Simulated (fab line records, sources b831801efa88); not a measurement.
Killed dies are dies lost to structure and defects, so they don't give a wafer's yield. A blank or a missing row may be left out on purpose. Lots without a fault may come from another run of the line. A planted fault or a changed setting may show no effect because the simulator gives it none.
fab line records | flow gf180mcu
record lots=5 wafers=15 last_day=35
route steps=602 shown DNWELL@33 NWELL@42
lots that met no fault: from a run of the same line without faults
start_h: hours from the record's first day to the start of the lot's first wafer shown | wait_h: hours since the lot's step before | " the same as in the row above | L1.1+2: a row that stands for several wafers | - no value, or no start given | * or withheld: withheld | < > ~ a bound
route shown NAME@n: a module of which the file shows steps, and the number in the route of the first | usual: mean/standard deviation of fault-free wafers | same: alike in all rows | chamber/n: place in a boat | sites: the reading at each site | _std_site: their standard deviation | _edge_site: outer sites' mean less inner sites' | radius_mm: how far each site lies from the wafer's centre | mask NAME#n: copy n | behind: the tool/chamber that last shaped the wafer | hold: why the lot was held/for how many hours/how that ended | device: the transistor (n, p or np) that didn't switch | end of line: the same wafers' tests at the end of the route | a step without rows: its recipe alone | killed: dies lost to structure and defects at the first sort, not the wafer's yield | map: a wafer's dies, x killed, . not, _ none there
set.NAME: the setting as run; set.NAME@STEP: as run at that earlier step | model.NAME: the simulator's own value behind a step, which no gauge read
lots at some steps of the route; a table a step, a row a wafer
services: from which hour (start_h, from the record's first day; less than 0 if before it) a tool's chamber was out of use, for how many hours, and why
## steps
# step GF_DNWELL_HMDS_01
# recipe prime_time_s=60 prime_temp_c=120
# columns lot.wafer tool chamber start_h wait_h
L084.1+4+6 litho_track-01 0 88.86 0.1
L087.1+4+6 litho_track-03 0 101.75 0.1
L088.1+4+6 litho_track-02 0 109.19 0.1
L096.4+5+6 litho_track-01 0 150.38 0.1
L097.1+3+6 litho_track-03 0 157.20 0.1
# step GF_DNWELL_COAT_02
# recipe spin_rpm=2000 resist_thk_nm=3000
# columns lot.wafer tool chamber start_h wait_h
L084.1+4+6 litho_track-01 0 89.01 0.1
L087.1+4+6 litho_track-03 0 101.90 0.1
L088.1+4+6 litho_track-02 0 109.34 0.1
L096.4+5+6 litho_track-01 0 150.53 0.1
L097.1+3+6 litho_track-03 0 157.35 0.1
# step GF_DNWELL_SOFTBAKE_03
# recipe temp_c=110 time_s=withheld
# columns lot.wafer tool chamber start_h wait_h
L084.1+4+6 litho_track-01 0 89.16 0.1
L087.1+4+6 litho_track-03 0 102.05 0.1
L088.1+4+6 litho_track-02 0 109.49 0.1
L096.4+5+6 litho_track-01 0 150.71 0.1
L097.1+3+6 litho_track-03 0 157.50 0.1
# step GF_DNWELL_EXPOSE_04
# recipe mask_id=DNWELL target_cd_nm=1700 na=0.6 source_shape=conventional sigma_outer=0.6 dose_mj=260
# same na=0.6
# columns lot.wafer tool chamber start_h wait_h mask
L084.1+4+6 iline_stepper-02 0 - - DNWELL#0
L087.1+4+6 iline_stepper-02 0 - - DNWELL#0
L088.1+4+6 iline_stepper-02 0 - - DNWELL#0
L096.4+5+6 iline_stepper-02 0 - - DNWELL#0
L097.1+3+6 iline_stepper-01 0 - - DNWELL#0
# step GF_DNWELL_PEB_05
# recipe temp_c=115 time_s=withheld
# columns lot.wafer tool chamber start_h wait_h
L084.1+4+6 litho_track-02 0 - -
L087.1+4+6 litho_track-02 0 - -
L088.1+4+6 litho_track-01 0 - -
L096.4+5+6 litho_track-01 0 - -
L097.1+3+6 litho_track-02 0 - -
# step GF_DNWELL_DEVELOP_06
# recipe wall_angle_deg=90 develop_time_s=60 dev_temp_c=23
# columns lot.wafer tool chamber start_h wait_h
L084.1+4+6 litho_track-02 0 - -
L087.1+4+6 litho_track-02 0 - -
L088.1+4+6 litho_track-01 0 - -
L096.4+5+6 litho_track-01 0 - -
L097.1+3+6 litho_track-02 0 - -
# step GF_DNWELL_IMPLANT_07
# recipe species=P energy_kev=1500 dose_cm2=1e+13 tilt_deg=0
# usual beam_energy_keV=1500.0/0.4
# columns lot.wafer tool chamber start_h wait_h beam_energy_keV
L084.1 implanter-03 0 95.59 - 1500.3
L084.4 " 0 " " 1500.2
L084.6 " 0 " " 1499.8
L087.1 implanter-03 0 109.04 - 1500.8
L087.4 " 0 " " 1500.3
L087.6 " 0 " " 1500.1
L088.1 implanter-03 0 116.41 - 1500.0
L088.4 " 0 " " 1500.5
L088.6 " 0 " " 1500.1
L096.4 implanter-01 0 158.83 - 1500.2
L096.5 " 0 " " 1500.3
L096.6 " 0 " " 1500.1
L097.1 implanter-03 0 165.48 - 1500.4
L097.3 " 0 " " 1499.8
L097.6 " 0 " " 1499.7
# step GF_DNWELL_STRIP_08
# recipe chemistry=O2/N2 power_w=1400 pressure_mtorr=1500 platen_temp_c=250 o2_flow_sccm=3000 n2_flow_sccm=300 overash_fraction=0.5
# usual drypump_motor_current_A=5.9/0.44 heater_power_w=322/49 oes_product_au=0.722/0.0043 strip_time_to_endpoint_s=37.02/0.12
# columns lot.wafer tool chamber start_h wait_h drypump_motor_current_A heater_power_w oes_product_au rf_hours_counter_h strip_time_to_endpoint_s
L084.1 plasma_asher-02 1 95.74 0.1 6.3 293 0.720 48 36.89
L084.4 " 1 " " 6.2 295 0.717 - 36.98
L084.6 " 0 " " 5.8 423 0.724 - 36.95
L087.1 plasma_asher-02 0 109.19 0.1 5.8 416 0.717 49 37.04
L087.4 " 1 " " 6.2 303 0.724 - 36.94
L087.6 " 1 " " 6.2 302 0.724 - 36.93
L088.1 plasma_asher-02 1 116.56 0.1 6.2 302 0.719 50 36.95
L088.4 " 1 " " 6.2 299 0.721 - 36.96
L088.6 " 1 " " 6.2 306 0.718 - 36.94
L096.4 plasma_asher-01 0 158.94 0.1 5.2 317 0.723 - 36.83
L096.5 " 0 " " 5.2 309 0.724 - 36.91
L096.6 " 1 " " 5.7 330 0.729 - 36.77
L097.1 plasma_asher-03 0 165.63 0.1 5.7 290 0.722 45 37.22
L097.3 " 0 " " 5.7 293 0.720 - 37.23
L097.6 " 1 " " 6.6 281 0.725 - 37.12
# step GF_DNWELL_TW_MEAS_09
# usual DNWELL_TW=1341/21
# columns lot.wafer tool chamber start_h wait_h DNWELL_TW
L084.1 film_metro-04 - 95.84 0.1 1332
L084.4 " - " " 1335
L084.6 " - " " 1342
L087.1 film_metro-04 - 109.29 0.1 1349
L087.4 " - " " 1338
L087.6 " - " " 1345
L088.1 film_metro-04 - 116.66 0.1 1327
L088.4 " - " " 1322
L088.6 " - " " 1325
L096.4 film_metro-03 - 159.04 0.1 1308
L096.5 " - " " 1311
L096.6 " - " " 1320
L097.1 film_metro-03 - 165.73 0.1 1306
L097.3 " - " " 1310
L097.6 " - " " 1307
# step GF_NWELL_DEHYDRATE_00
# recipe temp_c=200 time_s=60
# columns lot.wafer tool chamber start_h wait_h
L084.1+4+6 litho_track-03 0 102.25 6.4
L087.1+4+6 litho_track-03 0 115.15 5.9
L088.1+4+6 litho_track-03 0 123.55 6.9
L096.4+5+6 litho_track-03 0 166.87 7.8
L097.1+3+6 litho_track-01 0 174.46 8.7
# step GF_NWELL_HMDS_01
# recipe prime_time_s=60 prime_temp_c=120
# columns lot.wafer tool chamber start_h wait_h
L084.1+4+6 litho_track-03 0 102.40 0.1
L087.1+4+6 litho_track-03 0 115.30 0.1
L088.1+4+6 litho_track-03 0 123.70 0.1
L096.4+5+6 litho_track-03 0 167.02 0.1
L097.1+3+6 litho_track-01 0 174.61 0.1
# step GF_NWELL_COAT_02
# recipe spin_rpm=2000 resist_thk_nm=3000
# columns lot.wafer tool chamber start_h wait_h
L084.1+4+6 litho_track-03 0 102.55 0.1
L087.1+4+6 litho_track-03 0 115.45 0.1
L088.1+4+6 litho_track-03 0 123.85 0.1
L096.4+5+6 litho_track-03 0 167.17 0.1
L097.1+3+6 litho_track-01 0 174.76 0.1
# step GF_NWELL_SOFTBAKE_03
# recipe temp_c=110 time_s=withheld
# columns lot.wafer tool chamber start_h wait_h
L084.1+4+6 litho_track-03 0 102.70 0.1
L087.1+4+6 litho_track-03 0 115.60 0.1
L088.1+4+6 litho_track-03 0 124.00 0.1
L096.4+5+6 litho_track-03 0 167.35 0.1
L097.1+3+6 litho_track-01 0 174.91 0.1
## services
# columns tool chamber start_h hours kind
plasma_asher-02 - 87.36 1.0 repair
plasma_asher-01 - 106.52 1.2 repair
plasma_asher-01 - 108.75 9.0 pm
plasma_asher-01 0 108.75 9.0 vent_cycle
plasma_asher-01 1 108.75 9.0 vent_cycle
plasma_asher-01 0 117.75 - clean
plasma_asher-01 1 117.75 - clean
plasma_asher-03 - 136.85 0.4 repair
iline_stepper-01 0 172.49 - calibration
## key
fault none
